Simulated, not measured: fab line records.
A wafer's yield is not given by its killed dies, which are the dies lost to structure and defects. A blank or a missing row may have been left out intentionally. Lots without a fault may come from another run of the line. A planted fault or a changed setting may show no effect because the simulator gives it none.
A lot that was struck, set against a sound lot | flow gf180mcu | 37 out of 602 route steps
Sound: these wafers, L764.3, L764.5, L764.6. Wafers struck: L774.2, L774.3, L774.5. The cause is given at the end.
Each step with rows lists, per side, the tool, then ch with its chambers, then its first start. Under that, the readings that differ: sound wafers | struck wafers | difference of the means | sigmas: that difference in standard deviations of wafers without a fault.
alike: same words and numbers on both sides, and readings whose means sit less than 2 such deviations apart. not compared: any withheld reading, any reading some wafer has no value for, any bound like >300 that may hide the same value, and any number with overlapping values for which the record gives no deviation.
A row with sigmas, a row that says differs or no value, or rows on one side alone: a step with any of these is where the two part. Non-overlapping numbers with no deviation appear without sigmas and do not part them. A reading that every wafer of one side lacks parts them only if that side has two wafers or more.

first, 1 step without rows for these wafers: GF_HV_LDD_DEVELOP_18 (develop time 60 s).
GF_HV_LDD_CD_MEAS_19 targets a cd of 400 nm.
  sound on cdSem-01 at day 11 06:23; struck on cdSem-02 at day 14 16:52
  alike: cdNm
GF_HV_LDD_OVL_MEAS_20:
  sound on overlay-02 at day 11 06:29; struck on overlay-02 at day 14 16:58
  alike: HV_LDD_01_OVL
next, for these wafers, 1 step has no rows: GF_HV_LDD_IMPLANT_21.
GF_HV_LDD_STRIP_22: strips in O2/N2.
  sound on plasmaAsher-02 ch 0,1, day 11 06:41; struck on plasmaAsher-03 ch 0, day 14 17:09
reading          | sound       | struck      | difference | sigmas
heaterPowerW (W) | 300 287 280 | 354 351 351 | +63        | +2
  alike: drypumpMotorCurrentA, oesProductAu, stripTimeToEndpointS
  not compared: rfHoursCounterH
GF_HV_LDD_TW_MEAS_23:
  sound on filmMetro-01 at day 11 06:47; struck on filmMetro-03 at day 14 17:16
reading     | sound          | struck         | difference | sigmas
HV_LDD_2_TW | 1039 1035 1044 | 1072 1070 1074 | +33        | +2
then, 6 steps without rows for these wafers: GF_HV_LDD_DEHYDRATE_24 (time 60 s); GF_HV_LDD_HMDS_25 (prime time 60 s); GF_HV_LDD_COAT_26 (resist thk 1000 nm); GF_HV_LDD_SOFTBAKE_27 (time 60 s); GF_HV_LDD_EXPOSE_28 (exposes mask Nplus HV AREA, target cd 400 nm); GF_HV_LDD_PEB_29.
GF_HV_LDD_DEVELOP_30: develop time 60 s.
  sound on lithoTrack-02 ch 0, day 12 01:15; struck on lithoTrack-01 ch 0, day 15 14:41
reading                | sound             | struck            | difference | sigmas
model.HV_LDD.cdNm (nm) | 400.9 400.8 398.9 | 408.4 406.8 409.3 | +8.0       | 
GF_HV_LDD_OVL_MEAS_32:
  sound on overlay-01 at day 12 01:29; struck on overlay-02 at day 15 14:56
  alike: HV_LDD_02_OVL
then, 4 steps without rows for these wafers: GF_HV_LDD_IMPLANT_33; GF_HV_LDD_IMPLANT_34; GF_HV_LDD_IMPLANT_35; GF_HV_LDD_IMPLANT_36.
GF_HV_LDD_STRIP_37: strips in O2/N2.
  sound on plasmaAsher-03 ch 0,1, day 12 02:08; struck on plasmaAsher-02 ch 0,1, day 15 15:34
reading          | sound       | struck      | difference | sigmas
heaterPowerW (W) | 355 328 354 | 286 281 294 | -59        | -3
  alike: drypumpMotorCurrentA, oesProductAu, stripTimeToEndpointS
  not compared: rfHoursCounterH
GF_HV_LDD_TW_MEAS_38:
  sound on filmMetro-01 at day 12 02:14; struck on filmMetro-03 at day 15 15:40
  alike: HV_LDD_3_TW
then, 7 steps without rows for these wafers: GF_HV_LDD_DEHYDRATE_39 (time 60 s); GF_HV_LDD_HMDS_40 (prime time 60 s); GF_HV_LDD_COAT_41 (resist thk 1000 nm); GF_HV_LDD_SOFTBAKE_42 (time 60 s); GF_HV_LDD_EXPOSE_43 (exposes mask Pplus HV AREA, target cd 400 nm); GF_HV_LDD_PEB_44; GF_HV_LDD_DEVELOP_45 (develop time 60 s).
GF_HV_LDD_OVL_MEAS_47:
  sound on overlay-01 at day 12 22:00; struck on overlay-02 at day 16 13:26
  alike: HV_LDD_03_OVL
next, for these wafers, 1 step has no rows: GF_HV_LDD_IMPLANT_48.
GF_HV_LDD_STRIP_49: strips in O2/N2.
  sound on plasmaAsher-02 ch 0,1, day 12 22:13; struck on plasmaAsher-03 ch 0,1, day 16 13:37
reading          | sound       | struck      | difference | sigmas
heaterPowerW (W) | 293 281 292 | 321 362 347 | +55        | +2
  alike: drypumpMotorCurrentA, oesProductAu, stripTimeToEndpointS
  not compared: rfHoursCounterH
GF_HV_LDD_TW_MEAS_50:
  sound on filmMetro-03 at day 12 22:18; struck on filmMetro-04 at day 16 13:43
  alike: HV_LDD_4_TW
then, 1 step without rows for these wafers: GF_HV_LDD_CLEAN_51 (cleans in SC1/SC2, time 150 s).
GF_HV_LDD_RTA_52: time 10 s.
  sound on rtpAnneal-01 ch 0, day 12 22:25; struck on rtpAnneal-01 ch 0, day 16 13:53
  alike: lampPowerPct, wafer_temp_C_max
then, 2 steps without rows for these wafers: GF_HV_LDD_CVD_54 (deposits SiO2 from TEOS, target thk 10 nm, time 75 s); GF_HV_LDD_CVD_56 (deposits Si3N4 from DCS/NH3, target thk 90 nm, time 1543 s).
GF_HV_LDD_ETCHBACK_58: etches Si3N4 in CH3F/O2, stops on SiO2, time 100 s, target depth 90 nm.
  sound on rieDiel-04 ch 1,2,3, day 13 01:08; struck on rieDiel-04 ch 1,2, day 16 16:37
  alike: drypumpMotorCurrentA, oesProductAu, throttleValvePct
  not compared: rfHoursCounterH
-- the record jumps here: 16 days lie between the struck wafers' starts before and after (it left off in module HV_LDD and takes up again in module PASSIVATION, whose first step shown is number 602 of the route) --
GF_PASSIVATION_PROBE_99:
  the record has rows for the struck wafers here (prober-02, day 32 15:28) and none for the sound ones

WHERE THEY PART
At GF_HV_LDD_STRIP_22 first; at GF_PASSIVATION_PROBE_99 last (within this record only).

WHY: what the simulator had put in
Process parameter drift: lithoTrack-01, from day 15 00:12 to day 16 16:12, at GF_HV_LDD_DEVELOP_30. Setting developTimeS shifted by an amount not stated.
